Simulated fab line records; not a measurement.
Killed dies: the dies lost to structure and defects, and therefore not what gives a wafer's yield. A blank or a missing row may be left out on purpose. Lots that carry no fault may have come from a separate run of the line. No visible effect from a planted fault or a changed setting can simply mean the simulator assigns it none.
fab line records	flow sky130
record: lots: 6	wafers: 18	lastDay: 50
route steps=708 shown PASSIVATION@681 PAD_OPEN@694
lots with no fault: from the same line, run without faults
startH: the number of hours between the record's first day and the start of the first shown wafer of the lot	waitH: hours from the lot's prior step to this one	" as in the row above	L1.1+2: one row covering several wafers at once	- no value, or no start given	* or withheld: withheld	< > ~ a bound
route shown NAME@n: names a module that has steps shown in the file, with the first one's number in the route	usual: mean and standard deviation over wafers with no fault	same: alike in all rows	chamber/n: place in a boat	sites: each site's reading	_std_site: standard deviation across them	_edge_site: outer sites' mean less inner sites'	radiusMm: for every site, how far away it sits from the centre of the wafer	mask NAME#n: copy n	behind: the most recent tool/chamber to have shaped the wafer	hold: why the lot went on hold/how many hours it stayed there/how the hold came to an end	device: transistor that didn't switch, given as n, p or np	end of line: tests of these same wafers at the route's end	a step given without rows: its recipe and nothing more	killed: dies lost to structure and defects at the first sort, not the wafer's yield	map: per-die view of a wafer (x killed, . not killed, _ where there is no die)
set.NAME: the setting that was run; set.NAME@STEP: the one run at that earlier step	model.NAME: the simulator's own value behind a step, which no gauge read
lots at selected steps of the route; one table per step, one row per wafer
services: from which hour (startH, from the record's first day; less than 0 if before it) a tool's chamber was out of use, for how many hours, and why
== steps ==
step: SKY_PASSIVATION_CVD_00
recipe: material: SiO2	targetThkNm: 90	tempC: 400	timeS: withheld	rfW: 600
usual: heaterPowerW: 670/120
lot.wafer	tool	chamber	startH	waitH	heaterPowerW
L755.3	pecvd-01	0	1048.47	0.0	601
L755.5	"	0	"	"	612
L755.6	"	2	"	"	639
L759.1	pecvd-03	2	1078.23	0.0	926
L759.2	"	0	"	"	740
L759.4	"	1	"	"	544
L761.3	pecvd-01	0	1096.27	0.0	642
L761.5	"	0	"	"	654
L761.6	"	1	"	"	421
L765.2	pecvd-01	2	1116.53	0.0	735
L765.4	"	2	"	"	731
L765.5	"	0	"	"	593
L771.1	pecvd-03	1	1149.18	0.0	532
L771.3	"	2	"	"	941
L771.5	"	1	"	"	544
L774.3	pecvd-02	0	1164.08	0.0	729
L774.4	"	1	"	"	644
L774.5	"	0	"	"	747
step: SKY_PASSIVATION_THK_MEAS_01
recipe: reads: SiO2_of_PASSIVATION_CVD_00
usual: PASSIVATION_CVD_00_THK: 90.0/1.2
lot.wafer	tool	chamber	startH	waitH	PASSIVATION_CVD_00_THK[nm]
L755.3	filmMetro-03	-	1048.51	-	89.4
L755.5	"	-	"	"	90.9
L755.6	"	-	"	"	90.9
L759.1	filmMetro-04	-	1078.25	-	89.9
L759.2	"	-	"	"	90.7
L759.4	"	-	"	"	91.2
L761.3	filmMetro-01	-	1096.32	-	88.8
L761.5	"	-	"	"	90.4
L761.6	"	-	"	"	91.4
L765.2	filmMetro-01	-	1116.57	-	89.7
L765.4	"	-	"	"	90.2
L765.5	"	-	"	"	90.6
L771.1	filmMetro-03	-	1149.20	-	88.7
L771.3	"	-	"	"	89.9
L771.5	"	-	"	"	91.1
L774.3	filmMetro-04	-	1164.12	-	88.1
L774.4	"	-	"	"	91.8
L774.5	"	-	"	"	90.0
step: SKY_PASSIVATION_CVD_02
recipe: material: Si3N4	targetThkNm: 540	tempC: 400	timeS: withheld	rfW: 450
usual: heaterPowerW: 720/150
lot.wafer	tool	chamber	startH	waitH	heaterPowerW
L755.3	pecvd-02	0	1048.55	0.0	809
L755.5	"	2	"	"	716
L755.6	"	1	"	"	745
L759.1	pecvd-01	2	1078.31	0.1	749
L759.2	"	1	"	"	441
L759.4	"	2	"	"	777
L761.3	pecvd-02	2	1096.36	0.0	787
L761.5	"	0	"	"	777
L761.6	"	1	"	"	761
L765.2	pecvd-03	0	1116.62	0.0	749
L765.4	"	0	"	"	814
L765.5	"	1	"	"	546
L771.1	pecvd-02	1	1149.26	0.1	674
L771.3	"	0	"	"	789
L771.5	"	2	"	"	709
L774.3	pecvd-03	2	1164.16	0.0	1027
L774.4	"	1	"	"	547
L774.5	"	0	"	"	769
step: SKY_PASSIVATION_THK_MEAS_03
recipe: reads: Si3N4_of_PASSIVATION_CVD_02
usual: PASSIVATION_CVD_02_THK: 539/6.9
lot.wafer	tool	chamber	startH	waitH	PASSIVATION_CVD_02_THK[nm]
L755.3	filmMetro-01	-	1048.80	-	528
L755.5	"	-	"	"	546
L755.6	"	-	"	"	551
L759.1	filmMetro-03	-	1078.65	-	533
L759.2	"	-	"	"	534
L759.4	"	-	"	"	539
L761.3	filmMetro-04	-	1096.60	-	542
L761.5	"	-	"	"	539
L761.6	"	-	"	"	548
L765.2	filmMetro-03	-	1116.85	-	537
L765.4	"	-	"	"	551
L765.5	"	-	"	"	543
L771.1	filmMetro-04	-	1149.49	-	545
L771.3	"	-	"	"	537
L771.5	"	-	"	"	550
L774.3	filmMetro-03	-	1164.41	-	536
L774.4	"	-	"	"	541
L774.5	"	-	"	"	542
step: SKY_PASSIVATION_DEHYDRATE_04
recipe: tempC: 200	timeS: 60
step: SKY_PASSIVATION_HMDS_05
recipe: primeTimeS: 60	primeTempC: 120
step: SKY_PASSIVATION_COAT_06
recipe: spinRpm: 2000	resistThkNm: 3000
step: SKY_PASSIVATION_SOFTBAKE_07
recipe: tempC: 110	timeS: withheld
step: SKY_PASSIVATION_EXPOSE_08
recipe: maskId: NSM	targetCdNm: 3000	na: 0.57	doseMj: 260
step: SKY_PASSIVATION_PEB_09
recipe: tempC: 115	timeS: withheld
step: SKY_PASSIVATION_DEVELOP_10
recipe: developTimeS: 60	devTempC: 23
step: SKY_PASSIVATION_ETCH_11
recipe: chemistry: CF4/O2	targetDepthNm: 725	stopOn: AlCu	sourceW: 800	biasW: 150	pressureMtorr: 150	cf4FlowSccm: 80	O2_flow_sccm: 10	timeS: 161.1
usual: drypumpMotorCurrentA: 5.8/0.47	oesProductAu: 0.977/0.0065	throttleValvePct: 5.965/0.0094
lot.wafer	tool	chamber	startH	waitH	drypumpMotorCurrentA	oesProductAu	rfHoursCounterH	throttleValvePct
L755.3	rieDiel-02	3	1069.37	-	6.2	0.962	25	5.949
L755.5	"	2	"	"	6.2	0.994	-	5.966
L755.6	"	1	"	"	6.0	0.986	-	5.959
L759.1	rieDiel-02	3	1098.92	-	6.2	0.972	26	5.961
L759.2	"	2	"	"	6.3	0.973	16	5.960
L759.4	"	1	"	"	6.0	0.973	15	5.954
L761.3	rieDiel-01	0	1116.37	-	6.5	0.981	20	5.959
L761.5	"	3	"	"	5.3	0.977	-	5.979
L761.6	"	0	"	"	6.5	0.983	-	5.963
L765.2	rieDiel-03	1	1136.53	-	5.7	0.979	14	5.971
L765.4	"	0	"	"	6.1	0.987	16	5.957
L765.5	"	2	"	"	5.7	0.974	-	5.967
L771.1	rieDiel-03	2	1166.87	-	5.7	0.976	6	5.970
L771.3	"	1	"	"	5.7	0.978	15	5.972
L771.5	"	0	"	"	6.1	0.975	-	5.959
L774.3	rieDiel-01	2	1180.56	-	5.4	0.982	30	5.959
L774.4	"	3	"	"	5.3	0.974	18	5.977
L774.5	"	2	"	"	5.3	0.981	-	5.969
step: SKY_PASSIVATION_STRIP_12
recipe: chemistry: O2/N2	powerW: 1400	pressureMtorr: 1500	platenTempC: withheld	overashFraction: 0.7	o2FlowSccm: 3000	n2FlowSccm: 300
usual: drypumpMotorCurrentA: 5.4/0.53	oesProductAu: 0.661/0.0046	stripTimeToEndpointS: 31.54/0.15
lot.wafer	tool	chamber	startH	waitH	drypumpMotorCurrentA	oesProductAu	rfHoursCounterH	stripTimeToEndpointS
L755.3	plasmaAsher-02	1	1069.51	0.1	5.0	0.669	-	31.75
L755.5	"	0	"	"	4.8	0.670	-	31.60
L755.6	"	1	"	"	5.0	0.655	-	31.76
L759.1	plasmaAsher-01	1	1099.03	0.1	6.0	0.659	34	31.35
L759.2	"	0	"	"	6.2	0.657	34	31.44
L759.4	"	1	"	"	6.0	0.662	-	31.36
L761.3	plasmaAsher-04	1	1116.51	0.1	4.9	0.662	-	31.63
L761.5	"	0	"	"	5.4	0.664	-	31.74
L761.6	"	1	"	"	5.0	0.663	-	31.64
L765.2	plasmaAsher-01	0	1136.64	0.1	6.2	0.657	38	31.38
L765.4	"	0	"	"	6.2	0.666	-	31.64
L765.5	"	1	"	"	6.0	0.654	-	31.47
L771.1	plasmaAsher-01	1	1166.98	0.1	6.0	0.664	41	31.73
L771.3	"	0	"	"	6.2	0.660	-	31.63
L771.5	"	0	"	"	6.2	0.660	-	31.83
L774.3	plasmaAsher-04	1	1180.70	0.1	4.9	0.656	-	31.38
L774.4	"	0	"	"	5.5	0.662	-	31.71
L774.5	"	0	"	"	5.5	0.663	-	31.50
step: SKY_PAD_OPEN_DEHYDRATE_00
recipe: tempC: 200	timeS: 60
step: SKY_PAD_OPEN_HMDS_01
recipe: primeTimeS: 60	primeTempC: 120
step: SKY_PAD_OPEN_COAT_02
recipe: spinRpm: 2000	resistThkNm: 3000
step: SKY_PAD_OPEN_SOFTBAKE_03
recipe: tempC: 110	timeS: withheld
step: SKY_PAD_OPEN_EXPOSE_04
recipe: maskId: PDM	targetCdNm: 60000	na: 0.57	doseMj: 260
step: SKY_PAD_OPEN_PEB_05
recipe: tempC: 115	timeS: withheld
step: SKY_PAD_OPEN_DEVELOP_06
recipe: developTimeS: 60	devTempC: 23
step: SKY_PAD_OPEN_ETCH_07
recipe: chemistry: CF4/O2	targetDepthNm: 725	stopOn: AlCu	sourceW: 800	biasW: 150	pressureMtorr: 150	cf4FlowSccm: 80	O2_flow_sccm: 10	timeS: 161.1
usual: drypumpMotorCurrentA: 5.8/0.58	oesProductAu: 0.978/0.0077	throttleValvePct: 5.964/0.01
lot.wafer	tool	chamber	startH	waitH	drypumpMotorCurrentA	oesProductAu	rfHoursCounterH	throttleValvePct
L755.3	rieDiel-01	1	1090.87	-	4.7	0.962	28	5.962
L755.5	"	0	"	"	6.5	0.977	-	5.962
L755.6	"	1	"	"	4.7	0.992	-	5.957
L759.1	rieDiel-01	0	1118.82	-	6.5	0.970	21	5.956
L759.2	"	3	"	"	5.3	0.972	16	5.953
L759.4	"	3	"	"	5.3	0.973	-	5.934
L761.3	rieDiel-01	1	1136.32	-	4.6	0.987	1	5.967
L761.5	"	1	"	"	4.6	0.977	-	5.961
L761.6	"	2	"	"	5.3	0.981	-	5.964
L765.2	rieDiel-04	0	1155.12	-	5.5	0.981	21	5.948
L765.4	"	0	"	"	5.5	0.988	-	5.970
L765.5	"	3	"	"	6.1	0.979	-	5.968
L771.1	rieDiel-01	3	1183.46	-	5.3	0.985	19	5.969
L771.3	"	0	"	"	6.5	0.969	23	5.959
L771.5	"	3	"	"	5.3	0.983	-	5.959
L774.3	rieDiel-02	0	1195.81	-	5.8	0.979	20	5.959
L774.4	"	1	"	"	6.0	0.977	19	5.975
L774.5	"	3	"	"	6.2	0.966	-	5.959
step: SKY_PAD_OPEN_STRIP_08
recipe: chemistry: O2/N2	powerW: 1400	pressureMtorr: 1500	platenTempC: withheld	overashFraction: 0.7	o2FlowSccm: 3000	n2FlowSccm: 300
usual: drypumpMotorCurrentA: 5.08/0.22	oesProductAu: 0.663/0.0045
lot.wafer	tool	chamber	startH	waitH	drypumpMotorCurrentA	oesProductAu	rfHoursCounterH
L755.3	plasmaAsher-03	1	1091.01	0.1	5.31	0.669	-
L755.5	"	1	"	"	5.31	0.661	-
L755.6	"	0	"	"	5.10	0.661	-
L759.1	plasmaAsher-03	0	1118.92	0.1	5.11	0.665	69
L759.2	"	1	"	"	5.32	0.670	69
L759.4	"	0	"	"	5.13	0.668	-
L761.3	plasmaAsher-04	1	1136.46	0.1	4.92	0.665	-
L761.5	"	0	"	"	5.43	0.658	-
L761.6	"	1	"	"	4.95	0.670	-
L765.2	plasmaAsher-03	1	1155.23	0.1	5.30	0.664	72
L765.4	"	0	"	"	5.08	0.661	-
L765.5	"	1	"	"	5.30	0.668	-
L771.1	plasmaAsher-02	0	1183.56	0.1	4.78	0.663	13
L771.3	"	0	"	"	4.79	0.665	-
L771.5	"	0	"	"	4.78	0.660	-
L774.3	plasmaAsher-03	1	1195.95	0.1	5.30	0.659	-
L774.4	"	0	"	"	5.14	0.667	-
L774.5	"	0	"	"	5.13	0.666	-
step: SKY_PAD_OPEN_STRIP_09
recipe: chemistry: postEtchResidueRemover	timeS: 1146	tempC: 72.5
step: SKY_PAD_OPEN_CLEAN_10
recipe: chemistry: IPA	timeS: 180	tempC: 25
step: SKY_PAD_OPEN_CLEAN_11
recipe: chemistry: O3/DIW	dry: n2Spin
step: SKY_PAD_OPEN_ANNEAL_12
recipe: tempC: 396.4	timeS: withheld	ambient: N2/H2	idleTempC: 300	rampUpCPerMin: 8	rampDownCPerMin: 4
step: SKY_PAD_OPEN_BOW_MEAS_13
recipe: mode: bow
usual: PAD_OPEN_BOW: 49/9.8
lot.wafer	tool	chamber	startH	waitH	PAD_OPEN_BOW[um]
L755.3	filmMetro-02	-	1093.11	-	56
L755.5	"	-	"	"	51
L755.6	"	-	"	"	40
L759.1	filmMetro-04	-	1121.02	-	65
L759.2	"	-	"	"	57
L759.4	"	-	"	"	68
L761.3	filmMetro-04	-	1138.56	-	48
L761.5	"	-	"	"	47
L761.6	"	-	"	"	47
L765.2	filmMetro-02	-	1157.34	-	30
L765.4	"	-	"	"	30
L765.5	"	-	"	"	21
L771.1	filmMetro-01	-	1185.65	-	31
L771.3	"	-	"	"	48
L771.5	"	-	"	"	31
L774.3	filmMetro-01	-	1198.08	-	51
L774.4	"	-	"	"	57
L774.5	"	-	"	"	55
step: SKY_PAD_OPEN_PROBE_99
usual: defectLimitedYield: 82.3/2	killed_at_M0_to_M3: 43/7.1	killed_at_M4_up: 3/1.7	killedAtContacts: 25/5.6	killedAtFrontEnd: 16/4.1	killedAtOther: 0.2/0.49	killedDies: 87/9.8	killedOpen: 47/7.6	killedShort: 40/6.1	sort_bin_3_pad_short: 0.9/0.44	sort_bin_5_function: 10.5/1.6	sort_bin_6_memory: 6.3/1	sortNPass: 405/9.8	sortYieldPct: 82.3/2
same: grossDies: 492	killedAtBackSide: 0	sort_bin_4_leakage[%]: 0	sort_bin_8_speed[%]: 0
lot.wafer	tool	chamber	startH	waitH	hold	defectLimitedYield[%]	killed_at_M0_to_M3	killed_at_M4_up	killedAtContacts	killedAtFrontEnd	killedAtOther	killedDies	killedOpen	killedShort	sort_bin_3_pad_short[%]	sort_bin_5_function[%]	sort_bin_6_memory[%]	sortNPass	sortYieldPct[%]	model.etest.tester.sortNPass	model.etest.tester.sortYieldPct	model.etest.tester.sort_bin_5_pct	model.etest.tester.sort_bin_3_pct
L755.3	prober-01	-	1093.29	0.2	-	86.0	26	2	31	10	0	69	39	30	0	8.9	5.1	423	86.0	423	85.98	8.943	0
L755.5	prober-01	-	1093.39	0.2	-	85.2	35	2	18	18	0	73	43	30	0.6	8.9	5.3	419	85.2	419	85.16	8.943	0.6098
L755.6	prober-01	-	1093.44	0.2	-	81.1	47	0	31	15	0	93	48	45	1.2	11.4	6.3	399	81.1	399	81.1	11.38	1.22
L759.1	prober-01	-	1121.14	0.1	-	85.6	36	6	16	12	1	71	34	37	0.6	7.3	6.5	421	85.6	421	85.57	7.317	0.6098
L759.2	prober-01	-	1121.19	0.1	-	85.2	34	2	23	13	1	73	34	39	0.6	9.1	5.1	419	85.2	419	85.16	9.146	0.6098
L759.4	prober-01	-	1121.29	0.2	-	84.1	29	5	27	17	0	78	37	41	1.0	8.3	6.5	414	84.1	414	84.15	8.333	1.016
L761.3	prober-01	-	1138.74	0.2	-	79.9	46	2	28	22	1	99	58	41	0.6	12.8	6.7	393	79.9	393	79.88	12.8	0.6098
L761.5	prober-01	-	1138.84	0.2	-	82.3	44	4	26	13	0	87	50	37	1.2	9.6	6.9	405	82.3	405	82.32	9.553	1.22
L761.6	prober-01	-	1138.89	0.2	-	81.9	45	6	24	14	0	89	60	29	0.4	12.0	5.7	403	81.9	403	81.91	11.99	0.4065
L765.2	prober-02	-	1157.49	0.1	awaitDispo/3.4h/release	71.3	36	4	30	15	56	141	42	43	3.5	17.3	7.9	351	71.3	351	71.34	17.28	3.455
L765.4	prober-02	-	1157.59	0.2	awaitDispo/3.4h/release	68.9	37	4	32	18	62	153	59	32	4.1	17.9	9.1	339	68.9	339	68.9	17.89	4.065
L765.5	prober-02	-	1157.64	0.2	awaitDispo/3.4h/release	78.9	47	1	43	13	0	104	66	38	0.8	14.4	5.9	388	78.9	388	78.86	14.43	0.813
L771.1	prober-02	-	1185.77	0.1	awaitDispo/4.0h/release	82.5	51	4	20	11	0	86	38	48	1.4	9.3	6.7	406	82.5	406	82.52	9.35	1.423
L771.3	prober-02	-	1185.87	0.2	awaitDispo/4.0h/release	73.2	38	2	12	15	65	132	35	33	4.1	17.3	5.5	360	73.2	360	73.17	17.28	4.065
L771.5	prober-02	-	1185.97	0.2	awaitDispo/4.0h/release	72.2	47	5	15	15	55	137	40	42	4.3	17.3	6.3	355	72.2	355	72.15	17.28	4.268
L774.3	prober-01	-	1198.26	0.2	-	81.9	49	4	26	9	1	89	47	42	0.2	11.8	6.1	403	81.9	403	81.91	11.79	0.2033
L774.4	prober-01	-	1198.31	0.2	-	78.5	53	4	33	15	1	106	60	46	1.0	13.2	7.3	386	78.5	386	78.46	13.21	1.016
L774.5	prober-01	-	1198.36	0.2	-	80.9	49	6	23	15	1	94	51	43	0.8	11.4	6.9	398	80.9	398	80.89	11.38	0.813
killed by level:class
L755.3 CONTACT:geometricParticle:open=10 VIA1:geometricParticle:open=8 LI_CONTACT:geometricParticle:open=7 CONTACT:geometricParticle:short=5 VIA2:geometricParticle:open=5 LOCAL_INTERCONNECT:geometricParticle:short=4 METAL1:geometricParticle:short=4 FIELD_ISO:geometricParticle:short=3
L755.5 LI_CONTACT:geometricParticle:open=10 VIA3:geometricParticle:open=7 VIA2:geometricParticle:open=6 POLY_GATE:geometricParticle:open=5 VIA1:geometricParticle:short=5 VIA1:geometricParticle:open=5 SPACER:geometricParticle:short=4 LOCAL_INTERCONNECT:geometricParticle:short=4
L755.6 VIA1:geometricParticle:open=11 CONTACT:geometricParticle:open=10 LI_CONTACT:geometricParticle:open=9 VIA1:geometricParticle:short=9 VIA3:geometricParticle:short=7 VIA3:geometricParticle:open=5 POLY_GATE:geometricParticle:short=4 POLY_GATE:geometricParticle:open=4
L759.1 LI_CONTACT:geometricParticle:open=7 VIA2:geometricParticle:open=7 VIA1:geometricParticle:open=6 METAL2:geometricParticle:short=5 FIELD_ISO:geometricParticle:short=4 POLY_GATE:geometricParticle:short=4 METAL1:geometricParticle:short=4 VIA3:geometricParticle:short=4
L759.2 LOCAL_INTERCONNECT:geometricParticle:short=8 FIELD_ISO:geometricParticle:short=6 VIA2:geometricParticle:open=6 CONTACT:geometricParticle:open=6 VIA3:geometricParticle:open=5 VIA1:geometricParticle:open=5 POLY_GATE:geometricParticle:open=4 LI_CONTACT:geometricParticle:open=4
L759.4 FIELD_ISO:geometricParticle:open=6 LI_CONTACT:geometricParticle:short=6 CONTACT:geometricParticle:short=6 CONTACT:geometricParticle:open=6 VIA3:geometricParticle:open=6 POLY_GATE:geometricParticle:short=5 LI_CONTACT:geometricParticle:open=5 METAL1:geometricParticle:short=4
L761.3 VIA1:geometricParticle:open=10 CONTACT:geometricParticle:short=9 FIELD_ISO:geometricParticle:open=8 VIA2:geometricParticle:open=8 CONTACT:geometricParticle:open=7 LI_CONTACT:geometricParticle:open=7 METAL1:geometricParticle:short=7 VIA3:geometricParticle:open=6
L761.5 CONTACT:geometricParticle:open=12 VIA1:geometricParticle:open=9 FIELD_ISO:geometricParticle:open=7 VIA3:geometricParticle:open=7 VIA1:geometricParticle:short=6 VIA2:geometricParticle:open=6 METAL2:geometricParticle:short=5 FIELD_ISO:geometricParticle:short=4
L761.6 VIA1:geometricParticle:open=18 LI_CONTACT:geometricParticle:open=9 VIA3:geometricParticle:open=8 CONTACT:geometricParticle:open=7 FIELD_ISO:geometricParticle:short=4 LOCAL_INTERCONNECT:geometricParticle:short=4 VIA2:geometricParticle:open=4 CONTACT:geometricParticle:short=3
L765.2 PASSIVATION:unspecified=56 VIA3:geometricParticle:open=10 LI_CONTACT:geometricParticle:open=9 CONTACT:geometricParticle:short=8 METAL1:geometricParticle:short=6 VIA1:geometricParticle:open=6 LOCAL_INTERCONNECT:geometricParticle:short=5 CONTACT:geometricParticle:open=5
L765.4 PASSIVATION:unspecified=62 CONTACT:geometricParticle:open=18 VIA2:geometricParticle:open=9 VIA1:geometricParticle:open=9 LOCAL_INTERCONNECT:geometricParticle:short=5 CONTACT:geometricParticle:short=5 VIA3:geometricParticle:short=5 VIA3:geometricParticle:open=5
L765.5 CONTACT:geometricParticle:open=16 VIA1:geometricParticle:open=16 LI_CONTACT:geometricParticle:open=13 CONTACT:geometricParticle:short=11 VIA2:geometricParticle:open=6 METAL1:geometricParticle:open=5 FIELD_ISO:geometricParticle:short=4 METAL2:geometricParticle:short=4
L771.1 VIA1:geometricParticle:open=14 VIA1:geometricParticle:short=7 CONTACT:geometricParticle:short=6 METAL2:geometricParticle:short=6 POLY_GATE:geometricParticle:open=5 LI_CONTACT:geometricParticle:open=5 METAL1:geometricParticle:short=5 VIA3:geometricParticle:open=5
L771.3 PASSIVATION:unspecified=64 VIA3:geometricParticle:open=6 METAL2:geometricParticle:short=5 POLY_GATE:geometricParticle:open=5 CONTACT:geometricParticle:open=5 VIA1:geometricParticle:short=5 VIA1:geometricParticle:open=5 VIA2:geometricParticle:open=5
L771.5 PASSIVATION:unspecified=55 VIA1:geometricParticle:open=16 CONTACT:geometricParticle:short=8 POLY_GATE:geometricParticle:open=6 METAL2:geometricParticle:short=6 VIA2:geometricParticle:short=6 VIA3:geometricParticle:open=6 FIELD_ISO:geometricParticle:short=3
L774.3 VIA1:geometricParticle:open=15 CONTACT:geometricParticle:open=11 METAL2:geometricParticle:short=7 LOCAL_INTERCONNECT:geometricParticle:short=6 VIA1:geometricParticle:short=6 LI_CONTACT:geometricParticle:open=5 VIA3:geometricParticle:open=5 METAL3:geometricParticle:short=4
L774.4 CONTACT:geometricParticle:open=16 VIA1:geometricParticle:open=13 METAL2:geometricParticle:short=7 VIA2:geometricParticle:open=7 VIA3:geometricParticle:open=6 FIELD_ISO:geometricParticle:open=5 LI_CONTACT:geometricParticle:open=5 CONTACT:geometricParticle:short=5
L774.5 VIA1:geometricParticle:open=13 FIELD_ISO:geometricParticle:short=7 VIA3:geometricParticle:open=7 VIA1:geometricParticle:short=6 CONTACT:geometricParticle:open=6 CONTACT:geometricParticle:short=6 LI_CONTACT:geometricParticle:open=5 VIA2:geometricParticle:open=5
map L765.4 (x killed, . not)
__________.xx..x...._________
________..x...xx..x..x_______
______........x........x_____
_____.x...xxxx........x..____
____........x...xx..x.....___
___.xx....x.....x...x......__
__.x..x...x.....x.x...xx.x.._
_.x........xx.....xxx.x......
_..............xxx..........x
_.x.xx........x..x....x......
_........xx..............x...
_.x....xx..x.x..............x
_........x....xx.............
_..x..x....x.xxxxxx.x....x..x
_x..x....xxxxxxxxx....xx....x
__.x......xxxxxxxxxx..x....._
___x.....xxxxxxxxxxxx......__
____..x..xxxxxxxxxxx...x..___
_____......xxxxxxxx.x....____
______....x.xxxxxx....x._____
________x.x.xxxx..x.x._______
__________x.....x..._________
map L771.5 (x killed, . not)
__________........x._________
________x....xx......._______
______.........x........_____
_____.....x........x.....____
____....x.x.xx..........x.___
___..x...x.............x..x__
__.x.x...........x..x....x.x_
_...x.....xx.x....x......xx..
_.x.................x.....x..
_.......x..xxx...............
_.x.x.....x.......x.x.x...xx.
_.......x............x.......
_......x.....xxx...xx.x....xx
_.......x..xx.x.xxxxxxx......
_.x......xx..xxxxx.xxx.......
__.x.x.....xxxxxxxxx....x..._
___........xxxxxxxxx..xxx..__
____......xx.xxxxxxxx...x.___
_____..x.....xxxxxxxx...x____
______...x..xxxxxxx.x.x._____
________.....x.xxx...._______
__________.x........_________
== services ==
tool	chamber	startH	hours	kind
pecvd-01	1	1033.51	10.9	repair
pecvd-02	-	1044.34	0.9	repair
rieDiel-02	-	1051.97	0.4	repair
plasmaAsher-02	-	1055.25	9.0	pm
rieDiel-01	-	1060.41	2.8	pm
rieDiel-03	-	1072.06	0.9	repair
pecvd-01	0	1073.20	6.7	repair
plasmaAsher-03	-	1077.47	3.0	repair
rieDiel-02	2	1079.30	2.5	repair
plasmaAsher-04	-	1080.56	28.1	pm
pecvd-01	2	1087.13	2.0	repair
rieDiel-01	1	1103.68	-	clean
pecvd-02	2	1116.20	4.7	repair
pecvd-03	-	1121.98	0.9	repair
rieDiel-02	-	1129.05	0.6	repair
plasmaAsher-04	-	1131.80	4.5	repair
rieDiel-04	1	1135.48	21.7	repair
rieDiel-04	0	1142.09	12.7	repair
plasmaAsher-03	-	1145.34	5.4	repair
rieDiel-01	1	1157.99	4.4	repair
pecvd-01	-	1165.90	0.4	repair
pecvd-03	-	1167.74	1.7	repair
rieDiel-02	0	1174.39	1.2	repair
pecvd-01	0	1186.21	7.2	repair
== key ==
firstSign: step: SKY_PAD_OPEN_PROBE_99	reading: killedAtOther	direction: up	sigmas: 59	usual: 0.2	struck: 59.5
effect: step: SKY_PAD_OPEN_PROBE_99	reading: sort_bin_3_pad_short	direction: up	sigmas: 7	usual: 0.9	struck: 4.0
modelEffect: step: SKY_PAD_OPEN_PROBE_99	value: etest.tester.sortNPass	without: 402.5	struck: 351.2
metAt SKY_PASSIVATION_STRIP_12
struckWafers L765.2,L765.4,L771.3,L771.5
onsetBetween 1099.03 1136.64
fault: kind: chamberParticleSource	tool: plasmaAsher-01	chamber: 0	onsetH: 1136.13	steps: SKY_PASSIVATION_STRIP_12	ratePerVisitCm2: 1.2524	endH: 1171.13
